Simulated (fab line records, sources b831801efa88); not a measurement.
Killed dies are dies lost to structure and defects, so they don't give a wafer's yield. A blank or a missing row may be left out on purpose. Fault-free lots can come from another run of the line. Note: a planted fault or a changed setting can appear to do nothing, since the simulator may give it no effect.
fab line records	flow sky130
[record] lots = 13	wafers = 39	last_day = 50
route steps=708 shown VIA3@574 METAL4@602
lots that met no fault: from a run of the same line without faults
start_h: hours from the record's first day to the start of the lot's first wafer shown	wait_h: hours elapsed since this lot's preceding step	" same as the row above	L1.1+2: several wafers, shown together as one row	- no value, or no start given	* or withheld: withheld	< > ~ a bound
route shown NAME@n: names a module that has steps shown in the file, with the first one's number in the route	usual: average and standard deviation across the fault-free wafers	same: alike in all rows	chamber/n: place in a boat	sites: readings site by site	_std_site: the values' standard deviation	_edge_site: inner sites' mean taken away from outer sites' mean	radius_mm: for every site, how far away it sits from the centre of the wafer	mask NAME#n: copy n	behind: tool/chamber where the wafer was last shaped	hold: what put the lot on hold/how long, in hours/how the hold closed	device: transistor that didn't switch, given as n, p or np	end of line: the same wafers' tests at the end of the route	a step with no rows: only its recipe	killed: the dies lost at the first sort to structure and to defects; this is not the yield of the wafer	map: a wafer's dies, marking killed ones x, the rest . and places with no die _
set.NAME: the setting the step ran with; set.NAME@STEP: the setting that earlier step ran with	model.NAME: the simulator's own value behind a step, which no gauge read
route steps across a sampled set of lots; one table per step, one row per wafer
services: when a tool's chamber went out of use (start_h, in hours from the record's first day, below 0 if earlier), for how many hours, and the reason
[[steps]]
[step SKY_VIA3_THK_MEAS_01]
[recipe] reads = SiO2_of_VIA3_HDPCVD_00
[usual] VIA3_HDPCVD_THK = 1637/19
lot.wafer	tool	chamber	start_h	wait_h	VIA3_HDPCVD_THK[nm]
L178.1	film_metro-02	-	892.88	0.1	1650
L178.3	"	-	"	"	1640
L178.5	"	-	"	"	1648
L180.2	film_metro-03	-	913.51	0.1	1633
L180.3	"	-	"	"	1615
L180.4	"	-	"	"	1645
L181.1	film_metro-03	-	916.28	0.1	1651
L181.3	"	-	"	"	1623
L181.6	"	-	"	"	1620
L182.2	film_metro-01	-	926.34	0.1	1643
L182.3	"	-	"	"	1629
L182.4	"	-	"	"	1636
L184.2	film_metro-03	-	951.47	0.1	1645
L184.3	"	-	"	"	1636
L184.4	"	-	"	"	1628
L186.2	film_metro-03	-	968.05	0.1	1644
L186.3	"	-	"	"	1651
L186.4	"	-	"	"	1635
L192.2	film_metro-02	-	1010.65	0.1	1663
L192.4	"	-	"	"	1681
L192.6	"	-	"	"	1665
L194.1	film_metro-02	-	1015.80	0.1	1648
L194.3	"	-	"	"	1631
L194.5	"	-	"	"	1636
L193.2	film_metro-01	-	1016.37	0.1	1619
L193.5	"	-	"	"	1631
L193.6	"	-	"	"	1625
L195.1	film_metro-03	-	1019.50	0.1	1630
L195.3	"	-	"	"	1645
L195.4	"	-	"	"	1646
L198.1	film_metro-01	-	1041.21	0.1	1656
L198.2	"	-	"	"	1638
L198.6	"	-	"	"	1659
L199.1	film_metro-03	-	1045.52	0.1	1654
L199.2	"	-	"	"	1673
L199.4	"	-	"	"	1677
L200.1	film_metro-01	-	1048.35	0.1	1643
L200.2	"	-	"	"	1634
L200.3	"	-	"	"	1617
[step SKY_VIA3_OVL_MEAS_13]
[usual] VIA3_OVL = 0/5.6
lot.wafer	tool	chamber	start_h	wait_h	VIA3_OVL[nm]
L178.1	overlay-01	-	919.48	0.1	-9
L178.3	"	-	"	"	-14
L178.5	"	-	"	"	-4
L180.2	overlay-02	-	938.69	0.1	0
L180.3	"	-	"	"	9
L180.4	"	-	"	"	0
L181.1	overlay-02	-	941.69	0.1	5
L181.3	"	-	"	"	-2
L181.6	"	-	"	"	1
L182.2	overlay-02	-	951.42	0.1	4
L182.3	"	-	"	"	-2
L182.4	"	-	"	"	-1
L184.2	overlay-02	-	976.44	0.1	-10
L184.3	"	-	"	"	-11
L184.4	"	-	"	"	-1
L186.2	overlay-02	-	992.44	0.1	9
L186.3	"	-	"	"	10
L186.4	"	-	"	"	0
L192.2	overlay-01	-	1033.67	0.1	-3
L192.4	"	-	"	"	1
L192.6	"	-	"	"	1
L194.1	overlay-01	-	1038.68	0.1	-3
L194.3	"	-	"	"	-2
L194.5	"	-	"	"	1
L193.2	overlay-01	-	1039.75	0.1	-1
L193.5	"	-	"	"	7
L193.6	"	-	"	"	1
L195.1	overlay-01	-	1041.89	0.1	7
L195.3	"	-	"	"	9
L195.4	"	-	"	"	1
L198.1	overlay-01	-	1063.68	0.1	13
L198.2	"	-	"	"	-1
L198.6	"	-	"	"	6
L199.1	overlay-01	-	1067.38	0.1	4
L199.2	"	-	"	"	3
L199.4	"	-	"	"	6
L200.1	overlay-01	-	1069.84	0.1	3
L200.2	"	-	"	"	-5
L200.3	"	-	"	"	-1
[step SKY_VIA3_ETCH_15]
[recipe] target = SiO2	chemistry = C4F8/O2/Ar	target_depth_nm = 507	stop_on = TiN	mask_material = KrF-thick	source_w = 1500	bias_w = 1200	pressure_mtorr = 40	c4f8_flow_sccm = withheld	O2_flow_sccm = 6	Ar_flow_sccm = 300	time_s = 78
[usual] oes_product_au = 0.947/0.0041
lot.wafer	tool	chamber	start_h	wait_h	oes_product_au	rf_hours_counter_h
L178.1	rie_diel-04	0	919.56	0.0	0.944	3
L178.3	"	2	"	"	0.955	21
L178.5	"	1	"	"	0.951	-
L180.2	rie_diel-04	1	938.77	0.0	0.944	13
L180.3	"	2	"	"	0.947	21
L180.4	"	3	"	"	0.942	22
L181.1	rie_diel-03	1	941.77	0.0	0.956	17
L181.3	"	3	"	"	0.949	13
L181.6	"	3	"	"	0.948	-
L182.2	rie_diel-02	2	951.50	0.0	0.949	10
L182.3	"	1	"	"	0.944	17
L182.4	"	0	"	"	0.947	13
L184.2	rie_diel-02	2	976.51	0.0	0.947	11
L184.3	"	1	"	"	0.949	18
L184.4	"	0	"	"	0.944	14
L186.2	rie_diel-03	2	992.51	0.0	0.952	23
L186.3	"	1	"	"	0.949	18
L186.4	"	0	"	"	0.943	13
L192.2	rie_diel-03	2	1033.75	0.0	0.946	24
L192.4	"	0	"	"	0.946	14
L192.6	"	2	"	"	0.946	-
L194.1	rie_diel-02	3	1038.76	0.0	0.952	7
L194.3	"	1	"	"	0.949	20
L194.5	"	2	"	"	0.945	-
L193.2	rie_diel-04	1	1039.82	0.0	0.946	16
L193.5	"	0	"	"	0.954	-
L193.6	"	1	"	"	0.944	-
L195.1	rie_diel-03	3	1041.97	0.0	0.944	16
L195.3	"	1	"	"	0.946	20
L195.4	"	0	"	"	0.953	14
L198.1	rie_diel-04	1	1063.76	0.0	0.944	17
L198.2	"	3	"	"	0.945	27
L198.6	"	2	"	"	0.946	-
L199.1	rie_diel-04	1	1067.46	0.0	0.946	18
L199.2	"	2	"	"	0.951	26
L199.4	"	3	"	"	0.948	28
L200.1	rie_diel-02	1	1069.92	0.0	0.944	20
L200.2	"	3	"	"	0.947	8
L200.3	"	0	"	"	0.943	16
[step SKY_METAL4_SPUTTER_04]
[recipe] material = TiN	target_thk_nm = 70	power_w = 6500	time_s = 58.3	chamber_pressure_pa = 0.4
[usual] cathode_dc_power_W = 6500.0/1.1	throttle_valve_pct = 29.8/0.88
lot.wafer	tool	chamber	start_h	wait_h	cathode_dc_power_W	throttle_valve_pct
L178.1	pvd_sputter-04	-	921.02	0.0	6499.7	30.1
L178.3	"	-	"	"	6497.7	29.8
L178.5	"	-	"	"	6499.1	27.7
L180.2	pvd_sputter-04	-	940.26	0.0	6499.5	28.2
L180.3	"	-	"	"	6500.1	30.0
L180.4	"	-	"	"	6500.3	29.9
L181.1	pvd_sputter-02	-	943.20	0.0	6500.2	30.7
L181.3	"	-	"	"	6497.8	30.8
L181.6	"	-	"	"	6499.6	29.6
L182.2	pvd_sputter-04	-	953.04	0.0	6500.8	28.0
L182.3	"	-	"	"	6500.1	30.3
L182.4	"	-	"	"	6500.9	29.5
L184.2	pvd_sputter-01	-	978.05	0.0	6500.1	28.4
L184.3	"	-	"	"	6499.6	30.4
L184.4	"	-	"	"	6500.5	29.6
L186.2	pvd_sputter-02	-	994.11	0.0	6501.5	29.3
L186.3	"	-	"	"	6498.9	30.9
L186.4	"	-	"	"	6501.2	30.7
L192.2	pvd_sputter-04	-	1035.23	0.0	7510.4	29.5
L192.4	"	-	"	"	7509.8	29.8
L192.6	"	-	"	"	7511.2	27.9
L194.1	pvd_sputter-02	-	1040.18	0.0	6500.7	30.8
L194.3	"	-	"	"	6498.0	29.2
L194.5	"	-	"	"	6500.0	30.3
L193.2	pvd_sputter-04	-	1041.87	0.0	7511.3	30.0
L193.5	"	-	"	"	7509.3	29.8
L193.6	"	-	"	"	7511.1	29.6
L195.1	pvd_sputter-02	-	1043.39	0.0	6499.9	29.4
L195.3	"	-	"	"	6499.3	30.4
L195.4	"	-	"	"	6501.2	30.5
L198.1	pvd_sputter-02	-	1065.28	0.0	6500.8	30.7
L198.2	"	-	"	"	6499.2	29.4
L198.6	"	-	"	"	6497.8	29.3
L199.1	pvd_sputter-02	-	1068.88	0.0	6499.7	29.4
L199.2	"	-	"	"	6501.1	30.5
L199.4	"	-	"	"	6498.4	30.6
L200.1	pvd_sputter-02	-	1071.36	0.0	6498.2	30.5
L200.2	"	-	"	"	6500.9	29.4
L200.3	"	-	"	"	6498.2	30.7
[[services]]
tool	chamber	start_h	hours	kind
pvd_sputter-01	-	924.06	0.8	repair
rie_diel-03	1	929.94	2.6	repair
rie_diel-03	2	938.16	6.9	repair
pvd_sputter-04	-	942.47	0.9	repair
pvd_sputter-02	-	951.73	0.9	repair
pvd_sputter-04	-	962.60	4.6	repair
rie_diel-04	2	965.78	16.1	repair
rie_diel-02	1	1026.41	9.4	repair
rie_diel-04	-	1051.01	0.2	repair
rie_diel-02	-	1052.24	15.6	pm
pvd_sputter-01	-	1066.16	3.6	repair
[[key]]
[first_sign] step = SKY_METAL4_SPUTTER_04	reading = cathode_dc_power_W	direction = up	sigmas = 99+	usual = 6500.0	struck = 7510.5
effect none on later readings
met_at SKY_METAL4_SPUTTER_04
struck_lots L192,L193
not_acting_at SKY_VIA3_THK_MEAS_01,SKY_VIA3_OVL_MEAS_13,SKY_VIA3_ETCH_15
onset_between 953.04 1035.23
[fault] kind = process_parameter_drift	tool = pvd_sputter-04	chamber = -	onset_h = 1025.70	steps = SKY_METAL4_SPUTTER_04	channel = power_w	offset = *	shape = step	end_h = 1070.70	acts_in = *	stated = *
